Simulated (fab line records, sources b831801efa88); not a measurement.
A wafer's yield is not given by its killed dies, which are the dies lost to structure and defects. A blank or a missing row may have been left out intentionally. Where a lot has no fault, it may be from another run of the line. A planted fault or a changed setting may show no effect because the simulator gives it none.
Comparing a struck lot with a sound one | flow sky130 | 38 out of 708 route steps
Sound: wafers L488.1, L488.2, L488.3. Struck: wafer L490.6 (left out: L490.1, L490.4 of the same lot, which were not struck); the cause appears at the end.
Per side, at each step with rows, come the tool, then ch with its chambers, and then its first start. Under that, the readings that differ: sound wafers | struck wafers | difference of the means | sigmas: that difference in standard deviations of wafers without a fault.
alike: a reading whose means differ by less than 2 such deviations, as well as words and numbers matching on both sides. not compared: withheld readings; readings where some wafer has no value; bounds like >300 that might hide an equal value; numbers whose values overlap and for which the record gives no deviation.
The two part at a step that has a row with sigmas, a row that says differs or no value, or rows on one side only. Numbers that don't overlap but have no deviation are shown without sigmas and don't part them. A reading missing from all wafers of one side parts the sides only when that side holds two or more wafers.

first, 9 steps without rows for these wafers: SKY_VIA2_SPUTTER_20 (material TiN, target thk 20 nm, time 80 s); SKY_VIA2_CVD_21 (deposits W, target thk 420 nm, time 126.4 s); SKY_VIA2_CMP_24 (polishes, stops on SiO2, t overpolish 20 s, target thk 0 nm); SKY_METAL3_SPUTTER_00 (material Ti, target thk 15 nm, time 10 s); SKY_METAL3_SPUTTER_01 (material TiN, target thk 20 nm, time 16.7 s); SKY_METAL3_SPUTTER_02 (material AlCu, target thk 735 nm, time 39.1 s); SKY_METAL3_SPUTTER_03 (material Ti, target thk 5 nm, time 3.3 s); SKY_METAL3_SPUTTER_04 (material TiN, target thk 70 nm, time 58.3 s); SKY_CAPM_CVD_00 (deposits SiO2, target thk 15.5 nm).
SKY_CAPM_SPUTTER_02: material TiN, target thk 200 nm, time 166.7 s.
  sound on pvd-sputter-03 at day 38 20:56; struck on pvd-sputter-03 at day 39 06:55
  reading                                  | sound             | struck | difference | sigmas
  model.TiN_of_CAPM_SPUTTER_02.thk-nm (nm) | 201.4 201.5 198.1 | 213.3  | +13.0      |
  alike: chamber-pressure-pa, throttle-valve-pct
SKY_CAPM_RS_MEAS_03: a four-point-probe measurement.
  sound on film-metro-01 at day 38 21:03; struck on film-metro-01 at day 39 07:01
  reading              | sound          | struck | difference | sigmas
  CAPM_TIN_RS (ohm/sq) | 6.88 6.87 6.99 | 6.48   | -0.43      | -4
SKY_CAPM_THK_MEAS_04: measures by xrf.
  sound on film-metro-01 at day 38 21:10; struck on film-metro-01 at day 39 07:08
  reading           | sound             | struck | difference | sigmas
  CAPM_TIN_THK (nm) | 196.2 196.7 192.7 | 207.6  | +12.4      | +4
then, 7 steps without rows for these wafers: SKY_CAPM_DEHYDRATE_05 (time 60 s); SKY_CAPM_HMDS_06 (prime time 60 s); SKY_CAPM_COAT_07 (resist thk 1140 nm); SKY_CAPM_SOFTBAKE_08 (time 60 s); SKY_CAPM_EXPOSE_09 (exposes mask CAPM, target cd 1000 nm); SKY_CAPM_PEB_10; SKY_CAPM_DEVELOP_11 (develop time 60 s).
SKY_CAPM_METAL_ETCH_13: etches TiN in Cl2/BCl3, stops on SiO2, target depth 220 nm, time 62.9 s.
  sound on rie-metal-04 ch 0,1, day 39 21:33; struck on rie-metal-04 ch 1, day 40 07:16
  reading               | sound             | struck | difference | sigmas
  oes-product-au (a.u.) | 0.943 0.943 0.937 | 0.972  | +0.031     | +3
  alike: drypump-motor-current-A, mfc-cl2-sccm, throttle-valve-pct
  not compared: rf-hours-counter-h
then, 16 steps without rows for these wafers: SKY_CAPM_STRIP_14 (strips in O2/N2); SKY_CAPM_STRIP_15 (strips in post etch residue remover, time 1200 s); SKY_CAPM_CLEAN_16 (cleans in IPA, time 180 s); SKY_CAPM_CLEAN_17 (cleans in O3/DIW); SKY_METAL3_DEHYDRATE_05 (time 60 s); SKY_METAL3_HMDS_06 (prime time 60 s); SKY_METAL3_COAT_07 (resist thk 60 nm); SKY_METAL3_COAT_08 (resist thk 1140 nm); SKY_METAL3_SOFTBAKE_09 (time 90 s); SKY_METAL3_EXPOSE_10 (exposes mask MM3, target cd 300 nm); SKY_METAL3_PEB_11; SKY_METAL3_DEVELOP_12 (develop time 60 s); SKY_METAL3_DESCUM_15 (chemistry O2, time 8 s); SKY_METAL3_ETCH_16 (etches BARC in N2/H2, stops on SiO2, time 88.2 s, target depth 60 nm); SKY_METAL3_ETCH_17 (etches SiO2 in C4F8/O2/Ar, stops on TiN, time 3.9 s, target depth 15 nm); SKY_METAL3_METAL_ETCH_18 (etches the open film in Cl2/BCl3, stops on SiO2, target depth 845 nm, time 183.1 s).
SKY_METAL3_STRIP_20: strips in post etch residue remover, time 1200 s.
  sound on wet-bench-03 ch 2, day 40 23:14; struck on wet-bench-03 ch 3, day 41 08:41
  reading                                  | sound             | struck | difference | sigmas
  model.TiN_of_CAPM_SPUTTER_02.thk-nm (nm) | 200.6 200.7 197.3 | 212.5  | +13.0      |
-- the record jumps here: 7 days lie between the struck wafers' starts before and after (it left off in module METAL3 and takes up again in module PAD_OPEN, whose first step shown is number 708 of the route) --
SKY_PAD_OPEN_PROBE_99:
  sound on prober-02 at day 47 17:40; struck on prober-02 at day 48 01:56
  reading                          | sound             | struck | difference | sigmas
  killed-at-contacts               | 32 31 27          | 16     | -14        | -3
  model.etest.cap-mim.plate-ohm-sq | 5.961 5.968 6.082 | 5.653  | -0.351     |
  alike: defect-limited-yield, killed_at_M0_to_M3, killed_at_M4_up, killed-at-front-end, killed-at-other, killed-dies, killed-open, killed-short, sort_bin_3_pad_short, sort_bin_5_function, sort_bin_6_memory, sort-n-pass, sort-yield-pct

== WHERE THEY PART ==
First at SKY_CAPM_RS_MEAS_03; last, within this record, at SKY_PAD_OPEN_PROBE_99.

WHY: what the simulator had put in
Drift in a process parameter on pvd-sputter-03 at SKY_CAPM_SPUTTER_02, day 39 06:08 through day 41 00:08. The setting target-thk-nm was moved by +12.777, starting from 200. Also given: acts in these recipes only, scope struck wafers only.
